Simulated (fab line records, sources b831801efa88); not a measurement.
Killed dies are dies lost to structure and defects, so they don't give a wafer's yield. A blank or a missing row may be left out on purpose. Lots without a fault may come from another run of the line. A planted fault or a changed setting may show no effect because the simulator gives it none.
A struck lot beside a sound one | flow sky130 | 14 steps out of a route of 708
Sound: wafers L632.3, L632.4, L632.5. Struck: wafers L645.2, L645.3, L645.4. The cause comes at the end.
At each step with rows: each side's tool, then ch and its chambers, then its first start. Under that, the readings that differ: sound wafers | struck wafers | difference of the means | sigmas: that difference in standard deviations of wafers without a fault.
alike: readings whose means differ by less than 2 such deviations, and words and numbers that are the same on both sides. not compared: withheld readings, readings that some wafer has no value for, bounds like >300 that may hide the same value, and numbers for which the record gives no deviation and whose values overlap.
The two part at a step that has a row with sigmas, a row that says differs or no value, or rows on one side only. Numbers that don't overlap but have no deviation are shown without sigmas and don't part them. A reading that every wafer of one side lacks parts them only if that side has two wafers or more.

SKY_METAL1_THK_MEAS_06: measures by xrf.
  sound on film_metro-02, day 31 20:44; struck on film_metro-04, day 35 15:16
  alike: METAL1_ALCU_THK
then, 8 steps without rows for these wafers: SKY_METAL1_DEHYDRATE_07 (time 60 s); SKY_METAL1_HMDS_08 (prime time 60 s); SKY_METAL1_COAT_09 (resist thk 60 nm); SKY_METAL1_COAT_10 (resist thk 450 nm); SKY_METAL1_SOFTBAKE_11 (time 90 s); SKY_METAL1_EXPOSE_12 (exposes mask MM1, target cd 140 nm); SKY_METAL1_PEB_13; SKY_METAL1_DEVELOP_14 (develop time 60 s).
SKY_METAL1_CD_MEAS_15: target cd 140 nm.
  sound on cd_sem-02, day 32 22:56; struck on cd_sem-02, day 36 17:02
  reading    | sound             | struck            | difference | sigmas
  cd_nm (nm) | 138.7 137.8 137.2 | 143.9 142.4 141.8 | +4.8       | +4
SKY_METAL1_OVL_MEAS_16:
  sound on overlay-02, day 32 23:02; struck on overlay-02, day 36 17:10
  alike: METAL1_OVL
SKY_METAL1_DESCUM_17: chemistry O2, time 8 s.
  sound on rie_metal-01 ch 0,1, day 32 23:04; struck on rie_metal-01 ch 0,1, day 36 17:12
  alike: drypump_motor_current_A, oes_product_au
  not compared: rf_hours_counter_h
SKY_METAL1_ETCH_18: etches BARC in N2/H2, stops on SiO2, time 45.9 s, target depth 60 nm.
  sound on rie_metal-01 ch 0,1, day 32 23:07; struck on rie_metal-01 ch 0,1, day 36 17:14
  reading                                       | sound             | struck            | difference | sigmas
  rf_fwd_power_W (W)                            | 494.6 492.9 491.5 | 415.3 414.6 415.3 | -77.9      | -46
  model.KrF-thick_of_METAL1_COAT_10.thk_nm (nm) | 392.6 391.7 392   | 396.4 396.8 398.2 | +5.0       |
  alike: drypump_motor_current_A, oes_product_au, throttle_valve_pct
  not compared: rf_hours_counter_h
SKY_METAL1_METAL_ETCH_19: etches the open film in Cl2/BCl3, stops on SiO2, target depth 360 nm, time 78 s.
  sound on rie_metal-01 ch 0,1, day 32 23:11; struck on rie_metal-01 ch 0,1, day 36 17:17
  alike: drypump_motor_current_A, oes_product_au, rf_fwd_power_W, throttle_valve_pct
  not compared: rf_hours_counter_h

WHERE THEY PART
First at SKY_METAL1_CD_MEAS_15; last, within this record, at SKY_METAL1_ETCH_18. Later steps at which nothing parts them and some readings are alike: SKY_METAL1_METAL_ETCH_19.

WHY: what the simulator had put in
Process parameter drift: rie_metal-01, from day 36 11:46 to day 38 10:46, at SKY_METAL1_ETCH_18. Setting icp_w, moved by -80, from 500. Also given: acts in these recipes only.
